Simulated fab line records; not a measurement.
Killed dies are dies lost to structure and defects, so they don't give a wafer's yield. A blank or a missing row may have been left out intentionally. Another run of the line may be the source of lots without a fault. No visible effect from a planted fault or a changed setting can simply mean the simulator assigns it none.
Which tool did it? / flow sky130 / Sampling: 12 lots, 36 wafers, 5 of 708 route steps

== WHAT EACH GAUGE READ, for each wafer ==
SKY_NWELL_THK_MEAS_02.
lot=L519; measured=day 3 00:25; on=film-metro-02; NWELL_OXIDATION_THK (nm)=10.13 10.09 10.21
lot=L520; measured=day 3 06:05; on=film-metro-02; NWELL_OXIDATION_THK (nm)=9.93 10.03 9.98
lot=L522; measured=day 3 16:00; on=film-metro-04; NWELL_OXIDATION_THK (nm)=9.82 9.84 9.96
lot=L523; measured=day 3 20:33; on=film-metro-02; NWELL_OXIDATION_THK (nm)=9.99 10.06 9.92
lot=L524; measured=day 4 01:03; on=film-metro-04; NWELL_OXIDATION_THK (nm)=10.25 9.99 10.08
lot=L526; measured=day 4 10:42; on=film-metro-04; NWELL_OXIDATION_THK (nm)=9.97 10.12 9.92
lot=L532; measured=day 5 18:31; on=film-metro-02; NWELL_OXIDATION_THK (nm)=9.74 9.92 9.79
lot=L534; measured=day 6 09:05; on=film-metro-02; NWELL_OXIDATION_THK (nm)=10.15 10.07 10.11
lot=L536; measured=day 6 20:07; on=film-metro-03; NWELL_OXIDATION_THK (nm)=9.95 10.08 10.21
lot=L537; measured=day 6 22:51; on=film-metro-04; NWELL_OXIDATION_THK (nm)=9.78 9.79 9.80
lot=L538; measured=day 7 03:43; on=film-metro-02; NWELL_OXIDATION_THK (nm)=10.04 9.99 10.01
lot=L540; measured=day 7 13:19; on=film-metro-04; NWELL_OXIDATION_THK (nm)=10.35 10.42 10.14

SKY_NWELL_RS_MEAS_29: uses a four-point probe to measure.
lot=L519; measured=day 5 21:31; on=film-metro-02; NWELL_RS (ohm/sq)=616.3 616.9 616.1
lot=L520; measured=day 6 03:16; on=film-metro-04; NWELL_RS (ohm/sq)=617.5 617.8 617.3
lot=L522; measured=day 6 16:09; on=film-metro-04; NWELL_RS (ohm/sq)=618.6 617.9 617.0
lot=L523; measured=day 6 21:08; on=film-metro-04; NWELL_RS (ohm/sq)=615.1 615.4 617.6
lot=L524; measured=day 7 04:15; on=film-metro-04; NWELL_RS (ohm/sq)=617.7 616.6 619.0
lot=L526; measured=day 7 14:55; on=film-metro-02; NWELL_RS (ohm/sq)=619.9 617.7 618.0
lot=L532; measured=day 9 04:47; on=film-metro-04; NWELL_RS (ohm/sq)=627.2 625.0 626.3
lot=L534; measured=day 9 20:46; on=film-metro-02; NWELL_RS (ohm/sq)=625.4 626.3 625.3
lot=L536; measured=day 10 09:38; on=film-metro-04; NWELL_RS (ohm/sq)=619.3 619.6 618.0
lot=L537; measured=day 10 11:26; on=film-metro-04; NWELL_RS (ohm/sq)=616.9 617.4 617.3
lot=L538; measured=day 10 19:16; on=film-metro-02; NWELL_RS (ohm/sq)=616.7 616.2 617.2
lot=L540; measured=day 11 05:25; on=film-metro-03; NWELL_RS (ohm/sq)=618.7 618.3 616.7

== EACH LOT AND THE TOOL THAT RAN IT (in order: tool; ch and the chambers of the sampled wafers; start) ==
lot=L519; SKY_FIELD_ISO_CMP_27=cmp-02 ch 0,2, day 2 21:57; SKY_DNWELL_STRIP_08=plasma-asher-03 ch 0,1, day 3 16:19; SKY_NWELL_IMPLANT_13=implanter-02 ch 0, day 5 02:11
lot=L520; SKY_FIELD_ISO_CMP_27=cmp-01 ch 1,2,3, day 3 01:55; SKY_DNWELL_STRIP_08=plasma-asher-03 ch 0,1, day 3 22:00; SKY_NWELL_IMPLANT_13=implanter-02 ch 0, day 5 08:22
lot=L522; SKY_FIELD_ISO_CMP_27=cmp-02 ch 2,3, day 3 13:16; SKY_DNWELL_STRIP_08=plasma-asher-03 ch 0,1, day 4 08:30; SKY_NWELL_IMPLANT_13=implanter-02 ch 0, day 5 21:16
lot=L523; SKY_FIELD_ISO_CMP_27=cmp-01 ch 0,2,3, day 3 16:16; SKY_DNWELL_STRIP_08=plasma-asher-04 ch 0,1, day 4 13:40; SKY_NWELL_IMPLANT_13=implanter-02 ch 0, day 6 01:35
lot=L524; SKY_FIELD_ISO_CMP_27=cmp-01 ch 1,2, day 3 22:09; SKY_DNWELL_STRIP_08=plasma-asher-01 ch 0,1, day 4 18:15; SKY_NWELL_IMPLANT_13=implanter-01 ch 0, day 6 07:38
lot=L526; SKY_FIELD_ISO_CMP_27=cmp-01 ch 0,2,3, day 4 07:46; SKY_DNWELL_STRIP_08=plasma-asher-01 ch 0,1, day 5 03:39; SKY_NWELL_IMPLANT_13=implanter-02 ch 0, day 6 17:59
lot=L532; SKY_FIELD_ISO_CMP_27=cmp-01 ch 0,3, day 5 15:31; SKY_DNWELL_STRIP_08=plasma-asher-04 ch 0,1, day 6 13:11; SKY_NWELL_IMPLANT_13=implanter-03 ch 0, day 8 06:48
lot=L534; SKY_FIELD_ISO_CMP_27=cmp-01 ch 0,2,3, day 6 06:10; SKY_DNWELL_STRIP_08=plasma-asher-04 ch 0,1, day 7 05:05; SKY_NWELL_IMPLANT_13=implanter-03 ch 0, day 8 23:14
lot=L536; SKY_FIELD_ISO_CMP_27=cmp-01 ch 0,3, day 6 16:10; SKY_DNWELL_STRIP_08=plasma-asher-03 ch 0,1, day 7 16:19; SKY_NWELL_IMPLANT_13=implanter-01 ch 0, day 9 10:57
lot=L537; SKY_FIELD_ISO_CMP_27=cmp-02 ch 0,2,3, day 6 19:14; SKY_DNWELL_STRIP_08=plasma-asher-04 ch 0,1, day 7 18:24; SKY_NWELL_IMPLANT_13=implanter-01 ch 0, day 9 12:35
lot=L538; SKY_FIELD_ISO_CMP_27=cmp-01 ch 1,2,3, day 7 00:21; SKY_DNWELL_STRIP_08=plasma-asher-01 ch 0,1, day 8 00:03; SKY_NWELL_IMPLANT_13=implanter-01 ch 0, day 9 19:36
lot=L540; SKY_FIELD_ISO_CMP_27=cmp-02 ch 2,3, day 7 10:31; SKY_DNWELL_STRIP_08=plasma-asher-03 ch 0,1, day 8 10:16; SKY_NWELL_IMPLANT_13=implanter-02 ch 0, day 10 05:35
- SKY_FIELD_ISO_CMP_27: polishes, stops on Si3N4, t overpolish 16 s, target thk 457.8 nm.
- SKY_DNWELL_STRIP_08: strips in O2/N2.
- SKY_NWELL_IMPLANT_13

== WHAT THE TOOLS THEMSELVES READ (means of the sampled wafers that have a number; where no wafer has one, the mark that the record gives instead) ==
SKY_FIELD_ISO_CMP_27.
lot=L519; tool=cmp-02; motor-current-A (A)=12.1; overpolish-run-s (s)=16.006; time-to-endpoint-s (s)=117
lot=L520; tool=cmp-01; motor-current-A (A)=13.0; overpolish-run-s (s)=16.005; time-to-endpoint-s (s)=113
lot=L522; tool=cmp-02; motor-current-A (A)=13.4; overpolish-run-s (s)=16.005; time-to-endpoint-s (s)=109
lot=L523; tool=cmp-01; motor-current-A (A)=12.6; overpolish-run-s (s)=16.002; time-to-endpoint-s (s)=117
lot=L524; tool=cmp-01; motor-current-A (A)=13.0; overpolish-run-s (s)=16.005; time-to-endpoint-s (s)=116
lot=L526; tool=cmp-01; motor-current-A (A)=12.7; overpolish-run-s (s)=15.991; time-to-endpoint-s (s)=114
lot=L532; tool=cmp-01; motor-current-A (A)=13.5; overpolish-run-s (s)=16.004; time-to-endpoint-s (s)=114
lot=L534; tool=cmp-01; motor-current-A (A)=12.8; overpolish-run-s (s)=15.993; time-to-endpoint-s (s)=110
lot=L536; tool=cmp-01; motor-current-A (A)=12.8; overpolish-run-s (s)=16.007; time-to-endpoint-s (s)=115
lot=L537; tool=cmp-02; motor-current-A (A)=12.7; overpolish-run-s (s)=15.997; time-to-endpoint-s (s)=114
lot=L538; tool=cmp-01; motor-current-A (A)=13.3; overpolish-run-s (s)=16.000; time-to-endpoint-s (s)=116
lot=L540; tool=cmp-02; motor-current-A (A)=12.9; overpolish-run-s (s)=15.998; time-to-endpoint-s (s)=111

SKY_DNWELL_STRIP_08.
lot=L519; tool=plasma-asher-03; drypump-motor-current-A (A)=6.0; oes-product-au (a.u.)=0.720; strip-time-to-endpoint-s (s)=36.98
lot=L520; tool=plasma-asher-03; drypump-motor-current-A (A)=6.0; oes-product-au (a.u.)=0.717; strip-time-to-endpoint-s (s)=36.97
lot=L522; tool=plasma-asher-03; drypump-motor-current-A (A)=6.1; oes-product-au (a.u.)=0.721; strip-time-to-endpoint-s (s)=37.00
lot=L523; tool=plasma-asher-04; drypump-motor-current-A (A)=5.4; oes-product-au (a.u.)=0.722; strip-time-to-endpoint-s (s)=36.99
lot=L524; tool=plasma-asher-01; drypump-motor-current-A (A)=5.9; oes-product-au (a.u.)=0.722; strip-time-to-endpoint-s (s)=37.08
lot=L526; tool=plasma-asher-01; drypump-motor-current-A (A)=5.6; oes-product-au (a.u.)=0.727; strip-time-to-endpoint-s (s)=36.82
lot=L532; tool=plasma-asher-04; drypump-motor-current-A (A)=5.4; oes-product-au (a.u.)=0.720; strip-time-to-endpoint-s (s)=36.81
lot=L534; tool=plasma-asher-04; drypump-motor-current-A (A)=5.4; oes-product-au (a.u.)=0.727; strip-time-to-endpoint-s (s)=36.91
lot=L536; tool=plasma-asher-03; drypump-motor-current-A (A)=6.0; oes-product-au (a.u.)=0.719; strip-time-to-endpoint-s (s)=37.07
lot=L537; tool=plasma-asher-04; drypump-motor-current-A (A)=5.4; oes-product-au (a.u.)=0.723; strip-time-to-endpoint-s (s)=36.96
lot=L538; tool=plasma-asher-01; drypump-motor-current-A (A)=5.6; oes-product-au (a.u.)=0.726; strip-time-to-endpoint-s (s)=36.92
lot=L540; tool=plasma-asher-03; drypump-motor-current-A (A)=6.1; oes-product-au (a.u.)=0.719; strip-time-to-endpoint-s (s)=36.90

SKY_NWELL_IMPLANT_13.
lot=L519; tool=implanter-02; dose-ions-cm2=6.996e+11; end-station-pressure-torr (Torr)=4.63e-06; faraday-current-uA=3.93
lot=L520; tool=implanter-02; dose-ions-cm2=7.006e+11; end-station-pressure-torr (Torr)=4.84e-06; faraday-current-uA=3.91
lot=L522; tool=implanter-02; dose-ions-cm2=6.996e+11; end-station-pressure-torr (Torr)=4.88e-06; faraday-current-uA=3.93
lot=L523; tool=implanter-02; dose-ions-cm2=7.013e+11; end-station-pressure-torr (Torr)=5.10e-06; faraday-current-uA=3.98
lot=L524; tool=implanter-01; dose-ions-cm2=7.001e+11; end-station-pressure-torr (Torr)=5.09e-06; faraday-current-uA=3.94
lot=L526; tool=implanter-02; dose-ions-cm2=6.998e+11; end-station-pressure-torr (Torr)=5.07e-06; faraday-current-uA=3.94
lot=L532; tool=implanter-03; dose-ions-cm2=5.178e+11; end-station-pressure-torr (Torr)=5.05e-06; faraday-current-uA=2.89
lot=L534; tool=implanter-03; dose-ions-cm2=5.181e+11; end-station-pressure-torr (Torr)=5.19e-06; faraday-current-uA=2.90
lot=L536; tool=implanter-01; dose-ions-cm2=6.994e+11; end-station-pressure-torr (Torr)=5.09e-06; faraday-current-uA=3.91
lot=L537; tool=implanter-01; dose-ions-cm2=6.997e+11; end-station-pressure-torr (Torr)=4.91e-06; faraday-current-uA=3.95
lot=L538; tool=implanter-01; dose-ions-cm2=7.001e+11; end-station-pressure-torr (Torr)=4.94e-06; faraday-current-uA=3.99
lot=L540; tool=implanter-02; dose-ions-cm2=6.996e+11; end-station-pressure-torr (Torr)=5.29e-06; faraday-current-uA=3.97

== THE ANSWER, worked out from the rows above alone ==
Rule: the usual values come from the lots themselves. Put in order of their means at a reading, lots are off if they are a third of the lots or fewer, leave a main group of 4 or more, and stand apart from it by a gap of 3 or more times the standard deviation of the main group's means; of several such gaps the widest counts. The tables above print the reading to a certain number of digits; a main group whose means all agree to those digits is not used. A lot without any number at a reading at which 4 lots or more have one is off too. The other lots that the step has rows for count as sound. The gauges are gone through in route order, then the tools' own readings, and for those a lot's mean is taken as printed above. At the first step where some lot is off, the reading lying furthest off is the one used; lots without a number count as furthest.
Off: at SKY_NWELL_RS_MEAS_29 (NWELL_RS), L532, L534. Mean 617.5 ohm/sq and standard deviation 0.87 in the main group.
A tool fits if, at a process step before that reading, it ran every lot that is off, and no sound lot after the first of them. Not tried: the gauges at SKY_NWELL_RS_MEAS_29; whatever is off there is also off at SKY_NWELL_IMPLANT_13, on other tools, and gauge error can't account for it. One fits: implanter-03 at SKY_NWELL_IMPLANT_13. It ran no sound lot before its first lot that is off in this sample, so the start can't be narrowed down.
The tool's own readings at SKY_NWELL_IMPLANT_13 bear it out: on the lots that are off they differ by more than 5 times the standard deviation of the sound lots' means. dose-ions-cm2 reads 5.180e+11 there against 7.000e+11 on the sound lots; faraday-current-uA reads 2.90 there against 3.95 on the sound lots.

== WHAT THE SIMULATOR HAD PUT IN ==
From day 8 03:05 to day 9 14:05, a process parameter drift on implanter-03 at SKY_NWELL_IMPLANT_13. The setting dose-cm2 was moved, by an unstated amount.
Struck lots among those shown: L532, L534. The rule given above showed the same thing.
